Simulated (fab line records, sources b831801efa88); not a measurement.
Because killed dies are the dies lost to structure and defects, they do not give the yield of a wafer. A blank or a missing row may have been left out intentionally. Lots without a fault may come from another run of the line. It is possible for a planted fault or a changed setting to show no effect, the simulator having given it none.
Which of the tools did it?    flow sky130    Sampling: 12 lots, 36 wafers, 5 of 708 route steps

== WHAT EACH GAUGE READ, for each wafer ==
SKY_VIA3_THK_MEAS_01. Usual: VIA3_HDPCVD_THK 1634 nm, standard deviation 20.
lot   measured      on             VIA3_HDPCVD_THK (nm)  flag
L433  day 38 23:01  film_metro-02  1637 1636 1629        
L434  day 39 04:08  film_metro-01  1586 1623 1614        
L437  day 40 12:04  film_metro-02  1658 1659 1637        
L439  day 40 22:28  film_metro-03  1630 1641 1652        
L442  day 41 15:12  film_metro-02  1635 1656 1636        
L443  day 41 19:05  film_metro-02  1617 1616 1629        
L446  day 42 21:12  film_metro-02  1609 1606 1606        
L447  day 42 22:06  film_metro-01  1633 1600 1632        
L450  day 43 20:10  film_metro-02  1650 1645 1652        
L453  day 44 21:45  film_metro-03  1660 1653 1652        
L455  day 44 23:38  film_metro-02  1653 1646 1637        
L456  day 45 01:14  film_metro-02  1614 1588 1637        

SKY_VIA3_OVL_MEAS_13. Usual: VIA3_OVL -1 nm, standard deviation 5.1.
lot   measured      on          VIA3_OVL (nm)  flag
L433  day 40 00:16  overlay-01  -1 -2 -6       
L434  day 40 05:29  overlay-01  -2 -10 -10     
L437  day 41 13:26  overlay-01  2 1 8          
L439  day 41 23:10  overlay-01  -2 -2 -2       
L442  day 42 15:33  overlay-02  -4 2 -5        
L443  day 42 19:44  overlay-01  -4 4 -1        
L446  day 43 21:08  overlay-01  -4 -5 1        
L447  day 43 21:50  overlay-01  4 -2 0         
L450  day 44 19:04  overlay-01  2 -1 2         
L453  day 45 20:05  overlay-02  -4 0 -10       
L455  day 45 21:49  overlay-02  -2 1 -7        
L456  day 45 23:17  overlay-02  -4 1 -3        

SKY_CAP2M_THK_MEAS_01. Usual: CAP2M_CVD_00_THK 15.49 nm, standard deviation 0.3.
lot   measured      on             CAP2M_CVD_00_THK (nm)  flag
L433  day 40 02:16  film_metro-02  15.61 15.63 15.69      
L434  day 40 09:24  film_metro-02  15.73 15.55 16.04      
L437  day 41 15:01  film_metro-04  15.80 15.15 16.01      
L439  day 42 00:45  film_metro-01  15.33 15.29 15.61      
L442  day 42 17:07  film_metro-02  15.46 15.51 15.47      
L443  day 42 21:26  film_metro-04  15.40 15.68 15.49      
L446  day 43 22:46  film_metro-02  15.48 15.36 15.86      
L447  day 43 23:26  film_metro-02  15.10 15.35 15.42      
L450  day 44 20:40  film_metro-04  15.34 15.58 15.53      
L453  day 45 21:42  film_metro-04  15.10 15.53 16.18      
L455  day 45 23:23  film_metro-04  14.77 15.38 15.02      
L456  day 46 00:53  film_metro-02  15.50 15.49 15.67      

SKY_METAL4_CD_MEAS_13 targets a cd of 300 nm. Usual: 299.6 nm for cd_nm, sd 1.4.
lot   measured      on         cd_nm (nm)         flag
L433  day 42 02:57  cd_sem-02  300.8 302.3 301.4  
L434  day 42 10:44  cd_sem-01  298.7 299.3 299.1  
L437  day 43 14:41  cd_sem-02  301.4 301.5 302.1  
L439  day 43 23:23  cd_sem-02  296.3 297.9 297.3  
L442  day 44 16:01  cd_sem-01  299.7 300.2 298.1  
L443  day 44 19:40  cd_sem-01  297.8 297.9 298.9  
L446  day 45 19:16  cd_sem-02  300.4 301.4 301.6  
L447  day 45 19:56  cd_sem-01  299.1 298.4 300.6  
L450  day 46 15:00  cd_sem-02  286.6 288.0 286.9  OFF
L453  day 47 14:54  cd_sem-02  289.2 289.2 288.5  OFF
L455  day 47 17:58  cd_sem-01  297.4 297.9 298.7  
L456  day 47 18:17  cd_sem-01  302.2 299.4 299.8  

== TOOL THAT RAN EACH LOT (tool first, then ch and the chambers of the sampled wafers, then the start) ==
lot   SKY_METAL4_EXPOSE_10
L433  krf_scanner-01 ch 0, day 41 15:23
L434  krf_scanner-01 ch 0, day 41 23:02
L437  krf_scanner-02 ch 0, day 43 03:34
L439  krf_scanner-01 ch 0, day 43 11:53
L442  krf_scanner-02 ch 0, day 44 04:02
L443  krf_scanner-01 ch 0, day 44 08:11
L446  krf_scanner-01 ch 0, day 45 08:10
L447  krf_scanner-01 ch 0, day 45 08:23
L450  krf_scanner-02 ch 0, day 46 04:52
L453  krf_scanner-02 ch 0, day 47 04:40
L455  krf_scanner-01 ch 0, day 47 07:47
L456  krf_scanner-01 ch 0, day 47 07:59
- SKY_METAL4_EXPOSE_10: exposes mask MM4, target cd 300 nm.

== AS READ BY THE TOOLS THEMSELVES (means over the sampled wafers that have a number; for cases with no such wafer, the mark the record gives instead) ==
SKY_METAL4_EXPOSE_10. Usual: 27.995 for exposure_dose_mJ_cm2, sd 0.026.
lot   tool            exposure_dose_mJ_cm2  flag
L433  krf_scanner-01  27.993                
L434  krf_scanner-01  27.971                
L437  krf_scanner-02  27.979                
L439  krf_scanner-01  28.036                
L442  krf_scanner-02  27.978                
L443  krf_scanner-01  27.972                
L446  krf_scanner-01  28.034                
L447  krf_scanner-01  28.000                
L450  krf_scanner-02  30.067                OFF
L453  krf_scanner-02  29.642                OFF
L455  krf_scanner-01  28.000                
L456  krf_scanner-01  28.000                

== THE ANSWER, worked out from the rows above alone ==
Rule: a lot counts as off when the mean over its wafers that have a number is more than 3 standard deviations away from the usual mean. Also off: a lot with no number at a reading for which 4 or more lots have one. Where the step has rows for the other lots, those lots are counted as sound. Order of review: gauges by route order, followed by the tools' own readings, for which a lot's mean as printed above is used. At the first step where some lot is off, the reading lying furthest off is the one used; lots without a number count as furthest.
Off: L450, L453, at SKY_METAL4_CD_MEAS_13 (cd_nm).
If a tool, at a process step before that reading, ran all the lots that are off and no sound lot after the first of them, it fits. Not tried: the gauges at SKY_METAL4_CD_MEAS_13; whatever is off there is also off at SKY_METAL4_EXPOSE_10, on other tools, and gauge error can't account for it. One candidate fits, namely krf_scanner-02 at SKY_METAL4_EXPOSE_10. Its last sound lot is L442 (day 44 04:02), its first lot that is off L450 (day 46 04:52): a fault that began between those two fits.
The tool's own readings at SKY_METAL4_EXPOSE_10 bear it out: on the lots that are off they differ by more than 5 times the standard deviation of the sound lots' means. exposure_dose_mJ_cm2 reads 29.855 there against 27.996 on the sound lots.

== WHAT THE SIMULATOR HAD INSERTED ==
Process parameter drift: krf_scanner-02, from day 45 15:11 on, at SKY_METAL4_EXPOSE_10. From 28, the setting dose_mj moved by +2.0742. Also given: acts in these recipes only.
Lots struck among those shown: L450, L453. The rule given above showed the same thing.
